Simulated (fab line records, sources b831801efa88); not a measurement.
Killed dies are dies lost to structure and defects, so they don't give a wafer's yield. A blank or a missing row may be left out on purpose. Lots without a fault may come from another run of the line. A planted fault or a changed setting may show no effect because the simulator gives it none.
fab line records | flow sky130 | part 1 of 2: steps 1 to 43 of 44
record lots=6 wafers=18 last_day=50
route steps=708 shown VIA2@524 METAL3@532 CAPM@537 PAD_OPEN@708
lots that met no fault: from a run of the same line without faults
start_h: hours from the record's first day to the start of the lot's first wafer shown | wait_h: hours since the lot's step before | " the same as in the row above | L1.1+2: a row that stands for several wafers | - no value, or no start given | * or withheld: withheld | < > ~ a bound
route shown NAME@n: a module of which the file shows steps, and the number in the route of the first | usual: mean/standard deviation of fault-free wafers | same: alike in all rows | chamber/n: place in a boat | sites: the reading at each site | _std_site: their standard deviation | _edge_site: outer sites' mean less inner sites' | radius_mm: how far each site lies from the wafer's centre | mask NAME#n: copy n | behind: the tool/chamber that last shaped the wafer | hold: why the lot was held/for how many hours/how that ended | device: the transistor (n, p or np) that didn't switch | end of line: the same wafers' tests at the end of the route | a step without rows: its recipe alone | killed: dies lost to structure and defects at the first sort, not the wafer's yield | map: a wafer's dies, x killed, . not, _ none there
set.NAME: the setting as run; set.NAME@STEP: as run at that earlier step | model.NAME: the simulator's own value behind a step, which no gauge read
lots at some steps of the route; a table a step, a row a wafer
services: from which hour (start_h, from the record's first day; less than 0 if before it) a tool's chamber was out of use, for how many hours, and why
## steps
# step SKY_VIA2_STRIP_17
# recipe chemistry=post_etch_residue_remover time_s=1200 temp_c=72.5
# step SKY_VIA2_CLEAN_18
# recipe chemistry=IPA time_s=180 temp_c=25
# step SKY_VIA2_CLEAN_19
# recipe chemistry=O3/DIW dry=n2_spin
# step SKY_VIA2_SPUTTER_20
# recipe material=TiN target_thk_nm=20 chamber_pressure_pa=5 power_w=4000 time_s=80
# usual throttle_valve_pct=30.2/1.5
# columns lot.wafer tool chamber start_h wait_h throttle_valve_pct
L147.3 pvd_sputter-04 - 923.15 0.0 33.1
L147.4 " - " " 29.8
L147.6 " - " " 30.8
L150.1 pvd_sputter-04 - 941.02 0.0 33.1
L150.4 " - " " 30.8
L150.6 " - " " 30.7
L157.3 pvd_sputter-04 - 988.13 0.0 30.9
L157.4 " - " " 33.3
L157.5 " - " " 30.8
L158.4 pvd_sputter-04 - 989.01 0.0 30.8
L158.5 " - " " 30.8
L158.6 " - " " 33.0
L159.1 pvd_sputter-04 - 1000.52 0.0 30.6
L159.4 " - " " 32.7
L159.5 " - " " 28.5
L160.1 pvd_sputter-01 - 1009.94 0.0 30.9
L160.4 " - " " 28.5
L160.6 " - " " 30.9
# step SKY_VIA2_CVD_21
# recipe material=W target_thk_nm=420 time_s=126.4 temp_c=400 pressure_torr=40
# step SKY_VIA2_RS_MEAS_22
# recipe thk_meas_gauge=four-point-probe reads=W_of_VIA2_CVD_21+TiN_of_VIA2_SPUTTER_20
# usual VIA2_W_RS=0.273/0.0044
# columns lot.wafer tool chamber start_h wait_h VIA2_W_RS[ohm/sq]
L147.3 film_metro-04 - 923.38 0.1 0.277
L147.4 " - " " 0.273
L147.6 " - " " 0.276
L150.1 film_metro-02 - 941.21 0.1 0.274
L150.4 " - " " 0.273
L150.6 " - " " 0.276
L157.3 film_metro-02 - 988.37 0.1 0.274
L157.4 " - " " 0.276
L157.5 " - " " 0.277
L158.4 film_metro-04 - 989.27 0.1 0.275
L158.5 " - " " 0.270
L158.6 " - " " 0.277
L159.1 film_metro-03 - 1000.71 0.1 0.273
L159.4 " - " " 0.273
L159.5 " - " " 0.272
L160.1 film_metro-03 - 1010.13 0.1 0.276
L160.4 " - " " 0.280
L160.6 " - " " 0.275
# step SKY_VIA2_THK_MEAS_23
# recipe thk_meas_gauge=xrf reads=W_of_VIA2_CVD_21
# usual VIA2_W_THK=438/11
# columns lot.wafer tool chamber start_h wait_h VIA2_W_THK[nm]
L147.3 film_metro-04 - 923.48 0.1 430
L147.4 " - " " 432
L147.6 " - " " 429
L150.1 film_metro-02 - 941.33 0.1 431
L150.4 " - " " 435
L150.6 " - " " 425
L157.3 film_metro-02 - 988.47 0.1 429
L157.4 " - " " 424
L157.5 " - " " 425
L158.4 film_metro-04 - 989.36 0.1 431
L158.5 " - " " 440
L158.6 " - " " 427
L159.1 film_metro-03 - 1000.83 0.1 447
L159.4 " - " " 445
L159.5 " - " " 446
L160.1 film_metro-03 - 1010.25 0.1 433
L160.4 " - " " 427
L160.6 " - " " 433
# step SKY_VIA2_CMP_24
# recipe stop_on=SiO2 t_overpolish_s=20 down_force_psi=3.5 platen_rpm=60 target_thk_nm=0 pad_velocity_m_s=0.94248
# step SKY_METAL3_SPUTTER_00
# recipe material=Ti target_thk_nm=15 power_w=3000 time_s=10 chamber_pressure_pa=0.4
# step SKY_METAL3_SPUTTER_01
# recipe material=TiN target_thk_nm=20 power_w=6500 time_s=16.7 chamber_pressure_pa=0.4
# step SKY_METAL3_SPUTTER_02
# recipe material=AlCu target_thk_nm=735 power_w=10600 time_s=39.1 chamber_pressure_pa=0.4
# usual throttle_valve_pct=29.7/0.9
# columns lot.wafer tool chamber start_h wait_h throttle_valve_pct
L147.3 pvd_sputter-02 - 923.87 0.0 29.0
L147.4 " - " " 30.5
L147.6 " - " " 28.9
L150.1 pvd_sputter-01 - 941.74 0.0 29.4
L150.4 " - " " 31.3
L150.6 " - " " 28.8
L157.3 pvd_sputter-01 - 988.86 0.0 29.5
L157.4 " - " " 31.4
L157.5 " - " " 28.7
L158.4 pvd_sputter-01 - 989.74 0.0 29.2
L158.5 " - " " 29.0
L158.6 " - " " 30.9
L159.1 pvd_sputter-02 - 1001.24 0.0 30.0
L159.4 " - " " 28.8
L159.5 " - " " 28.9
L160.1 pvd_sputter-02 - 1010.66 0.0 30.4
L160.4 " - " " 28.8
L160.6 " - " " 30.2
# step SKY_METAL3_SPUTTER_03
# recipe material=Ti target_thk_nm=5 power_w=3000 time_s=3.3 chamber_pressure_pa=0.4
# usual throttle_valve_pct=29.7/0.92
# columns lot.wafer tool chamber start_h wait_h throttle_valve_pct
L147.3 pvd_sputter-02 - 923.90 0.0 28.8
L147.4 " - " " 30.5
L147.6 " - " " 28.9
L150.1 pvd_sputter-01 - 941.77 0.0 29.5
L150.4 " - " " 30.9
L150.6 " - " " 28.9
L157.3 pvd_sputter-01 - 988.90 0.0 29.4
L157.4 " - " " 30.7
L157.5 " - " " 28.3
L158.4 pvd_sputter-01 - 989.78 0.0 29.3
L158.5 " - " " 28.8
L158.6 " - " " 31.1
L159.1 pvd_sputter-02 - 1001.27 0.0 30.0
L159.4 " - " " 29.0
L159.5 " - " " 28.9
L160.1 pvd_sputter-02 - 1010.69 0.0 30.5
L160.4 " - " " 28.9
L160.6 " - " " 30.2
# step SKY_METAL3_SPUTTER_04
# recipe material=TiN target_thk_nm=70 power_w=6500 time_s=58.3 chamber_pressure_pa=0.4
# usual throttle_valve_pct=29.7/0.91
# columns lot.wafer tool chamber start_h wait_h throttle_valve_pct model.TiN_of_METAL3_SPUTTER_04.thk_nm
L147.3 pvd_sputter-02 - 923.92 0.0 28.7 70.9
L147.4 " - " " 30.7 70.5
L147.6 " - " " 28.9 70.34
L150.1 pvd_sputter-01 - 941.79 0.0 29.4 69.31
L150.4 " - " " 31.2 69.3
L150.6 " - " " 28.7 68.84
L157.3 pvd_sputter-01 - 988.92 0.0 29.5 133.6
L157.4 " - " " 31.2 69.91
L157.5 " - " " 28.4 69.49
L158.4 pvd_sputter-01 - 989.80 0.0 29.3 133.5
L158.5 " - " " 28.7 69.46
L158.6 " - " " 31.0 69.17
L159.1 pvd_sputter-02 - 1001.29 0.0 30.0 68.94
L159.4 " - " " 28.6 68.85
L159.5 " - " " 28.8 68.75
L160.1 pvd_sputter-02 - 1010.71 0.0 30.6 69.26
L160.4 " - " " 28.5 69.59
L160.6 " - " " 30.2 69.38
# step SKY_CAPM_CVD_00
# recipe material=SiO2 target_thk_nm=15.5 temp_c=400 time_s=withheld rf_w=450
# step SKY_CAPM_THK_MEAS_01
# recipe reads=SiO2_of_CAPM_CVD_00
# usual CAPM_CVD_00_THK=15.54/0.22
# columns lot.wafer tool chamber start_h wait_h CAPM_CVD_00_THK[nm]
L147.3 film_metro-01 - 924.01 - 15.28
L147.4 " - " " 15.56
L147.6 " - " " 15.54
L150.1 film_metro-03 - 941.86 - 14.90
L150.4 " - " " 15.50
L150.6 " - " " 15.61
L157.3 film_metro-02 - 989.01 - 15.29
L157.4 " - " " 15.67
L157.5 " - " " 15.73
L158.4 film_metro-03 - 989.91 - 15.66
L158.5 " - " " 15.76
L158.6 " - " " 15.90
L159.1 film_metro-02 - 1001.37 - 15.14
L159.4 " - " " 15.41
L159.5 " - " " 15.71
L160.1 film_metro-01 - 1010.78 - 15.77
L160.4 " - " " 15.95
L160.6 " - " " 16.09
# step SKY_CAPM_SPUTTER_02
# recipe material=TiN target_thk_nm=200 temp_c=300 power_w=6500 time_s=166.7 chamber_pressure_pa=0.4
# step SKY_CAPM_RS_MEAS_03
# recipe thk_meas_gauge=four-point-probe reads=TiN_of_CAPM_SPUTTER_02
# usual CAPM_TIN_RS=6.90/0.078
# columns lot.wafer tool chamber start_h wait_h CAPM_TIN_RS[ohm/sq]
L147.3 film_metro-02 - 924.20 0.1 6.72
L147.4 " - " " 6.76
L147.6 " - " " 6.76
L150.1 film_metro-03 - 942.03 0.1 6.96
L150.4 " - " " 6.92
L150.6 " - " " 6.97
L157.3 film_metro-01 - 989.20 0.1 6.74
L157.4 " - " " 6.84
L157.5 " - " " 6.81
L158.4 film_metro-03 - 990.11 0.1 6.89
L158.5 " - " " 6.88
L158.6 " - " " 6.97
L159.1 film_metro-03 - 1001.54 0.1 6.91
L159.4 " - " " 7.00
L159.5 " - " " 6.89
L160.1 film_metro-03 - 1010.95 0.1 6.86
L160.4 " - " " 6.89
L160.6 " - " " 6.86
# step SKY_CAPM_THK_MEAS_04
# recipe thk_meas_gauge=xrf reads=TiN_of_CAPM_SPUTTER_02
# usual CAPM_TIN_THK=198.0/2.3
# columns lot.wafer tool chamber start_h wait_h CAPM_TIN_THK[nm]
L147.3 film_metro-02 - 924.30 0.1 201.8
L147.4 " - " " 201.7
L147.6 " - " " 201.3
L150.1 film_metro-03 - 942.15 0.1 197.2
L150.4 " - " " 197.1
L150.6 " - " " 195.3
L157.3 film_metro-01 - 989.30 0.1 203.4
L157.4 " - " " 200.8
L157.5 " - " " 201.7
L158.4 film_metro-03 - 990.20 0.1 198.4
L158.5 " - " " 198.7
L158.6 " - " " 195.3
L159.1 film_metro-03 - 1001.66 0.1 197.9
L159.4 " - " " 194.9
L159.5 " - " " 198.1
L160.1 film_metro-03 - 1011.07 0.1 198.7
L160.4 " - " " 198.3
L160.6 " - " " 199.2
# step SKY_CAPM_DEHYDRATE_05
# recipe temp_c=200 time_s=60
# step SKY_CAPM_HMDS_06
# recipe prime_time_s=60 prime_temp_c=120
# step SKY_CAPM_COAT_07
# recipe resist=NOVOLAK spin_rpm=3000 resist_thk_nm=1140
# step SKY_CAPM_SOFTBAKE_08
# recipe temp_c=90 time_s=60 resist=NOVOLAK
# step SKY_CAPM_EXPOSE_09
# recipe mask_id=CAPM na=0.6 source_shape=conventional sigma_outer=0.6 polarization=unpolarized target_cd_nm=1000 dose_mj=159
# step SKY_CAPM_PEB_10
# recipe temp_c=withheld time_s=* resist=NOVOLAK
# step SKY_CAPM_DEVELOP_11
# recipe resist=NOVOLAK developer=TMAH develop_time_s=60 dev_temp_c=23
# step SKY_CAPM_OVL_MEAS_12
# usual CAPM_OVL=0.0/1.2
# columns lot.wafer tool chamber start_h wait_h CAPM_OVL[nm]
L147.3 overlay-02 - 947.60 0.1 -1.5
L147.4 " - " " -1.8
L147.6 " - " " -2.2
L150.1 overlay-01 - 966.49 0.1 2.3
L150.4 " - " " -0.1
L150.6 " - " " 0.5
L157.3 overlay-01 - 1011.97 0.1 0.4
L157.4 " - " " 0.8
L157.5 " - " " 1.1
L158.4 overlay-02 - 1012.88 0.1 1.3
L158.5 " - " " 0.5
L158.6 " - " " 0.0
L159.1 overlay-02 - 1023.54 0.1 0.5
L159.4 " - " " -0.7
L159.5 " - " " -0.2
L160.1 overlay-02 - 1033.94 0.1 -1.4
L160.4 " - " " -1.5
L160.6 " - " " -0.1
# step SKY_CAPM_METAL_ETCH_13
# recipe target_depth_nm=220 stop_on=SiO2 chemistry=Cl2/BCl3 target=TiN pressure_mtorr=10 icp_w=900 bias_w=48.5 Cl2_flow_sccm=60 bcl3_flow_sccm=30 time_s=62.9
# usual drypump_motor_current_A=5.7/0.66 mfc_cl2_sccm=60.01/0.17 oes_product_au=0.941/0.0067 rf_fwd_power_W=894/3.1 throttle_valve_pct=21.901/0.0096
# columns lot.wafer tool chamber start_h wait_h drypump_motor_current_A mfc_cl2_sccm oes_product_au rf_fwd_power_W rf_hours_counter_h throttle_valve_pct
L147.3 rie_metal-03 0 947.65 0.0 5.6 59.71 0.960 895 - 21.890
L147.4 " 1 " " 4.7 60.14 0.947 895 - 21.910
L147.6 " 1 " " 4.7 60.27 0.952 899 - 21.895
L150.1 rie_metal-02 1 966.53 0.0 5.5 60.34 0.933 893 20 21.899
L150.4 " 1 " " 5.4 60.20 0.940 891 - 21.899
L150.6 " 1 " " 5.5 60.02 0.939 892 - 21.901
L157.3 rie_metal-02 1 1012.02 0.0 5.5 59.60 0.953 895 - 21.892
L157.4 " 0 " " 6.6 60.11 0.944 895 - 21.882
L157.5 " 0 " " 6.6 59.93 0.944 898 - 21.875
L158.4 rie_metal-01 1 1012.92 0.0 5.2 59.98 0.942 895 - 21.890
L158.5 " 1 " " 5.2 60.46 0.943 896 - 21.885
L158.6 " 0 " " 6.4 60.09 0.931 893 - 21.903
L159.1 rie_metal-02 0 1023.58 0.0 6.6 59.89 0.940 893 8 21.911
L159.4 " 0 " " 6.6 60.06 0.929 893 - 21.906
L159.5 " 0 " " 6.6 59.93 0.940 894 - 21.904
L160.1 rie_metal-02 1 1033.97 0.0 5.5 60.07 0.948 897 1 21.908
L160.4 " 0 " " 6.6 60.24 0.940 893 - 21.891
L160.6 " 1 " " 5.4 60.04 0.948 893 - 21.903
# step SKY_CAPM_STRIP_14
# recipe chemistry=O2/N2 power_w=1400 pressure_mtorr=1500 platen_temp_c=withheld o2_flow_sccm=3000 n2_flow_sccm=300 overash_fraction=0.5
# step SKY_CAPM_STRIP_15
# recipe chemistry=post_etch_residue_remover time_s=1200 temp_c=72.5
# step SKY_CAPM_CLEAN_16
# recipe chemistry=IPA time_s=180 temp_c=25
# step SKY_CAPM_CLEAN_17
# recipe chemistry=O3/DIW dry=n2_spin
# step SKY_METAL3_DEHYDRATE_05
# recipe temp_c=200 time_s=60
# step SKY_METAL3_HMDS_06
# recipe prime_time_s=60 prime_temp_c=120
# step SKY_METAL3_COAT_07
# recipe resist=BARC temp_c=withheld time_s=withheld spin_rpm=3000 resist_thk_nm=60
# step SKY_METAL3_COAT_08
# recipe resist=KrF-thick spin_rpm=3000 resist_thk_nm=1140
# step SKY_METAL3_SOFTBAKE_09
# recipe temp_c=100 time_s=90 resist=KrF-thick
# step SKY_METAL3_EXPOSE_10
# recipe mask_id=MM3 na=0.68 source_shape=annular sigma_inner=0.4 sigma_outer=0.8 target_cd_nm=300 dose_mj=28
# step SKY_METAL3_PEB_11
# recipe peb_temp_c=withheld peb_time_s=withheld resist=KrF-thick
# step SKY_METAL3_DEVELOP_12
# recipe develop_time_s=60 resist=KrF-thick dev_temp_c=21
# step SKY_METAL3_CD_MEAS_13
# recipe target_cd_nm=300
# usual cd_nm=300.3/1.6
# columns lot.wafer tool chamber start_h wait_h cd_nm
L147.3 cd_sem-02 - 972.89 - 298.9
L147.4 " - " " 299.1
L147.6 " - " " 299.8
L150.1 cd_sem-01 - 988.94 - 301.6
L150.4 " - " " 302.0
L150.6 " - " " 300.9
L157.3 cd_sem-01 - 1035.13 - 298.6
L157.4 " - " " 296.9
L157.5 " - " " 297.8
L158.4 cd_sem-01 - 1036.50 - 299.1
L158.5 " - " " 300.0
L158.6 " - " " 299.8
L159.1 cd_sem-01 - 1046.09 - 302.1
L159.4 " - " " 299.7
L159.5 " - " " 300.9
L160.1 cd_sem-02 - 1056.99 - 302.3
L160.4 " - " " 302.7
L160.6 " - " " 302.2
# step SKY_METAL3_OVL_MEAS_14
# usual METAL3_OVL=5/6.1
# columns lot.wafer tool chamber start_h wait_h METAL3_OVL[nm]
L147.3 overlay-02 - 972.98 0.1 19
L147.4 " - " " 13
L147.6 " - " " 9
L150.1 overlay-02 - 989.06 0.1 13
L150.4 " - " " 7
L150.6 " - " " 12
L157.3 overlay-01 - 1035.22 0.1 2
L157.4 " - " " 11
L157.5 " - " " 2
L158.4 overlay-02 - 1036.58 0.1 10
L158.5 " - " " 2
L158.6 " - " " 1
L159.1 overlay-02 - 1046.21 0.1 12
L159.4 " - " " -8
L159.5 " - " " 0
L160.1 overlay-02 - 1057.11 0.1 -9
L160.4 " - " " 5
L160.6 " - " " 4
# step SKY_METAL3_DESCUM_15
# recipe chemistry=O2 source_power_w=150 bias_power_w=0 pressure_mtorr=10 temp_c=40 time_s=8
# usual drypump_motor_current_A=5.6/0.56 oes_product_au=0.997/0.0088 rf_fwd_power_W=147.3/0.8
# columns lot.wafer tool chamber start_h wait_h drypump_motor_current_A oes_product_au rf_fwd_power_W rf_hours_counter_h
L147.3 rie_metal-01 0 973.02 0.0 6.4 1.007 147.1 -
L147.4 " 1 " " 5.2 0.991 147.5 -
L147.6 " 0 " " 6.4 0.991 147.2 -
L150.1 rie_metal-03 1 989.10 0.0 4.7 0.986 147.7 12
L150.4 " 1 " " 4.7 0.987 148.5 -
L150.6 " 1 " " 4.7 0.979 148.1 -
L157.3 rie_metal-04 0 1035.25 0.0 6.0 1.007 146.1 -
L157.4 " 1 " " 6.0 1.011 147.3 -
L157.5 " 1 " " 6.0 1.012 146.5 -
L158.4 rie_metal-04 0 1036.61 0.0 6.0 0.992 145.9 -
L158.5 " 1 " " 6.0 1.015 147.4 -
L158.6 " 0 " " 6.0 0.997 146.0 -
L159.1 rie_metal-03 0 1046.24 0.0 5.6 1.013 147.5 13
L159.4 " 0 " " 5.6 1.003 147.0 -
L159.5 " 1 " " 4.7 0.999 147.2 -
L160.1 rie_metal-04 0 1057.14 0.0 6.0 0.986 145.9 2
L160.4 " 0 " " 6.0 0.991 145.9 -
L160.6 " 1 " " 6.0 1.005 146.8 -
# step SKY_METAL3_METAL_ETCH_18
# recipe target_depth_a=8450 stop_on=SiO2 over_etch_frac=0.3 time_s=183.1 chemistry=Cl2/BCl3 resist_sidewall_deg=88 pressure_mtorr=10 icp_w=900 bias_w=48.5 Cl2_flow_sccm=60 bcl3_flow_sccm=30
# usual drypump_motor_current_A=5.7/0.56 mfc_cl2_sccm=59.97/0.19 oes_product_au=0.865/0.0058 rf_fwd_power_W=897.4/2.7 throttle_valve_pct=22.264/0.0086
# columns lot.wafer tool chamber start_h wait_h drypump_motor_current_A mfc_cl2_sccm oes_product_au rf_fwd_power_W rf_hours_counter_h throttle_valve_pct
L147.3 rie_metal-03 0 973.22 0.1 5.6 59.65 0.870 896.2 - 22.266
L147.4 " 1 " " 4.7 59.62 0.863 897.3 - 22.261
L147.6 " 1 " " 4.7 59.79 0.861 899.1 - 22.252
L150.1 rie_metal-01 0 989.25 0.0 6.4 59.99 0.870 899.0 14 22.254
L150.4 " 1 " " 5.2 60.46 0.870 897.1 - 22.261
L150.6 " 1 " " 5.2 59.85 0.875 895.7 - 22.259
L157.3 rie_metal-01 1 1035.45 0.1 5.2 60.09 0.903 897.0 - 22.254
L157.4 " 0 " " 6.4 60.08 0.862 902.0 - 22.269
L157.5 " 1 " " 5.2 60.08 0.869 895.5 - 22.248
L158.4 rie_metal-03 1 1036.81 0.1 4.7 59.73 0.908 899.3 - 22.267
L158.5 " 0 " " 5.6 59.78 0.871 899.5 - 22.263
L158.6 " 1 " " 4.7 59.91 0.862 899.2 - 22.268
L159.1 rie_metal-04 0 1046.39 0.0 6.0 60.32 0.873 895.3 2 22.258
L159.4 " 0 " " 6.0 60.21 0.875 896.0 - 22.266
L159.5 " 0 " " 6.0 60.08 0.874 896.1 - 22.276
L160.1 rie_metal-01 0 1057.34 0.0 6.4 60.26 0.876 893.3 18 22.265
L160.4 " 1 " " 5.2 59.94 0.864 897.7 - 22.263
L160.6 " 1 " " 5.2 59.71 0.866 900.7 - 22.270
## key
first_sign step=SKY_METAL3_METAL_ETCH_18 reading=oes_product_au direction=up sigmas=6.9 usual=0.865 struck=0.905
effect none on later readings
model_effect step=SKY_METAL3_SPUTTER_04 value=TiN_of_METAL3_SPUTTER_04.thk_nm without=69.26 struck=133.6
model_effect step=SKY_PAD_OPEN_PROBE_99 value=etest.via3_chain.rc_ohm without=9.427 struck=11.2
met_at SKY_METAL3_SPUTTER_04
struck_wafers L157.3,L158.4
onset_between 941.79 988.92
fault kind=process_parameter_drift tool=pvd_sputter-01 chamber=- onset_h=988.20 steps=SKY_METAL3_SPUTTER_04 channel=target_thk_nm offset=64.3 shape=step end_h=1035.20 acts_in=these_recipes_only stated=70 scope=struck_wafers_only
